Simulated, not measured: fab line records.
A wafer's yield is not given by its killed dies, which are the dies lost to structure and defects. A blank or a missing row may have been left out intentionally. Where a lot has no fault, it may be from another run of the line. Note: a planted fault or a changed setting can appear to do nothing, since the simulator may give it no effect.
Chamber matching | flow sky130 | SKY_POLY_GATE_ETCH_15 on rie diel-04 has 4 sister chambers
The step etches BARC in N2/H2, stops on SiO2, time 118.5 s, target depth 110 nm. 8 wafers are shown with their chamber, then 8 later ones without.

WAFERS, EACH WITH ITS CHAMBER
wafer  | chamber | drypump motor current A (A) | oes product au (a.u.)
L077.1 | 0       | 5.8                         | 0.714
L077.5 | 1       | 6.1                         | 0.706
L077.6 | 2       | 6.1                         | 0.710
L080.6 | 2       | 6.1                         | 0.712
L082.1 | 0       | 5.8                         | 0.712
L082.3 | 3       | 6.6                         | 0.728
L082.6 | 3       | 6.6                         | 0.722
L084.1 | 1       | 6.2                         | 0.724

WAFERS WHOSE CHAMBER IS MISSING
wafer  | drypump motor current A (A) | oes product au (a.u.)
L084.3 | 5.8                         | 0.714
L084.6 | 6.6                         | 0.714
L090.1 | 6.6                         | 0.716
L090.2 | 5.8                         | 0.714
L090.5 | 5.8                         | 0.710
L093.1 | 6.2                         | 0.721
L093.3 | 6.6                         | 0.714
L093.4 | 6.2                         | 0.714

WHICH CHAMBER EACH WENT THROUGH
wafer  | from the rows above     | in truth
L084.3 | 0                       | 0
L084.6 | 3                       | 3
L090.1 | 3                       | 3
L090.2 | 0                       | 0
L090.5 | 0                       | 0
L093.1 | can't be placed: 1 or 2 | 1
L093.3 | 3                       | 3
L093.4 | can't be placed: 1 or 2 | 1
6 of 8 placed correctly. These rows do not allow placing 2 (true chamber among the candidates in 2). Number placed wrongly: 0.
How it was worked out, from the rows above alone: a wafer's distance from a chamber is the root of the sum, over the readings, of the square of ((its reading less the chamber's mean) divided by the reading's scatter). If the next closest chamber is less than 2 further off than the closest, the wafer can't be placed; otherwise it belongs to the closest. Each chamber's mean is taken over the wafers shown for it. The scatter: the root of (the sum of the squares of (reading less its chamber's mean) over the shown wafers, divided by (wafers less chambers)).
